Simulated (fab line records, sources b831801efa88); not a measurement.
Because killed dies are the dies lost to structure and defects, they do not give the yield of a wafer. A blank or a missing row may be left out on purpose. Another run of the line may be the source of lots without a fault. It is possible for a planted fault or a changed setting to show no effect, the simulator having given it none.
Lot-split experiment    flow sky130    on a route of 708 steps: 5 lots, 23 wafers read

ABOUT THE SPLIT
At SKY_VIA3_HDPCVD_00 (deposits SiO2, target thk 1635 nm, time 272.5 s), the setting sih4_flow_sccm was moved away from the recipe's 60 sccm on 9 of the 23 wafers read, by -14.1% to +5.2%. All remaining wafers had this setting at the recipe value.

No step appears in the file between the split and the reading.

THE READING
Values of VIA3_HDPCVD_THK in nm from SKY_VIA3_THK_MEAS_01. Typical for fault-free wafers on this fab line: 1634 nm, with standard deviation 19 nm.

wafer   tool, chamber at the split  sih4_flow_sccm as run, sccm  against the recipe  VIA3_HDPCVD_THK, nm  against lot-mates on the recipe
L076.2  hdpcvd-02, 0                60                           recipe              1614                 -
L076.3  hdpcvd-02, 1                60                           recipe              1644                 -
L076.4  hdpcvd-02, 0                51.52                        -14.1%              1370                 -256
L076.5  hdpcvd-02, 1                51.52                        -14.1%              1392                 -234
L076.6  hdpcvd-02, 2                60                           recipe              1621                 -
L080.1  hdpcvd-02, 0                60                           recipe              1618                 -
L080.3  hdpcvd-02, 1                60                           recipe              1621                 -
L080.4  hdpcvd-02, 0                63.1                         +5.2%               1721                 +102
L080.5  hdpcvd-02, 1                63.1                         +5.2%               1733                 +114
L080.6  hdpcvd-02, 2                63.1                         +5.2%               1705                 +86
L081.1  hdpcvd-02, 2                60                           recipe              1620                 -
L081.2  hdpcvd-02, 1                56.22                        -6.3%               1534                 -97
L081.3  hdpcvd-02, 0                60                           recipe              1637                 -
L081.4  hdpcvd-02, 0                56.22                        -6.3%               1522                 -109
L081.6  hdpcvd-02, 1                60                           recipe              1637                 -
L082.1  hdpcvd-02, 0                55.15                        -8.1%               1494                 -138
L082.2  hdpcvd-02, 1                60                           recipe              1640                 -
L082.4  hdpcvd-02, 2                60                           recipe              1632                 -
L082.5  hdpcvd-02, 1                55.15                        -8.1%               1521                 -111
L082.6  hdpcvd-02, 0                60                           recipe              1624                 -
L084.3  hdpcvd-01, 2                60                           recipe              1616                 -
L084.5  hdpcvd-01, 1                60                           recipe              1624                 -
L084.6  hdpcvd-01, 0                60                           recipe              1614                 -

THE FIT
A straight line over all 23 wafers: VIA3_HDPCVD_THK changes by +16.9 nm for each +1% of sih4_flow_sccm; r = +0.99; the points scatter about the line by 12 nm.
The same after taking each lot's own level away (the mean of its wafers on the recipe; 23 wafers): +17.3 nm for each +1%; r = +0.99; scatter 11 nm.
That fit puts the effect of the largest move of sih4_flow_sccm on the reading at 2.4e+02 nm.
The span of the lots' own levels, 1618.0 to 1632.0 nm, comes to 0.7 times the standard deviation stated above.
Hence the lot-to-lot level has little effect on the slope; both slopes agree.
Check: -235 nm against its lot-mates is what the line predicts for one of the wafers moved furthest among these (-14.1%) when that wafer is left out of the fit. Against them it came out at -256 nm.

ADDITIONAL SPLITS CARRIED BY THESE WAFERS
Before the reading, these wafers also passed through other splits. Each is held against what the fit with the lots' levels taken away leaves over:
other split on the same wafers           wafers away from the commonest value  r with VIA3_HDPCVD_THK (lot level and that fit taken away)
SKY_VIA1_SPUTTER_20 chamber_pressure_pa  15                                    -0.05
SKY_VIA2_CMP_02 leave_above_ref_nm       7                                     +0.10
SKY_VIA2_EXPOSE_09 dose_mj               12                                    +0.11
SKY_VIA2_ETCH_15 bias_w                  6                                     -0.30
SKY_METAL3_SPUTTER_00 time_s             8                                     -0.31
SKY_CAPM_DEVELOP_11 dev_temp_c           10                                    -0.24

THE WHOLE CHAIN: every reading that the file lists as answering this split, in the file's order
step                  what it does                                     reading                                                                         change (the file's fit)             r (the file's)
SKY_VIA3_HDPCVD_00    deposits SiO2, target thk 1635 nm, time 272.5 s  SiO2_of_VIA3_HDPCVD_00.thk_nm (the simulator's own value, which no gauge read)  +17 nm for each +1% of the setting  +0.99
SKY_VIA3_THK_MEAS_01                                                   VIA3_HDPCVD_THK                                                                 +17 for each +1% of the setting     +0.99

FILE'S OWN FIT
VIA3_HDPCVD_THK changes by +17 nm for each +1% of sih4_flow_sccm, r = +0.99.
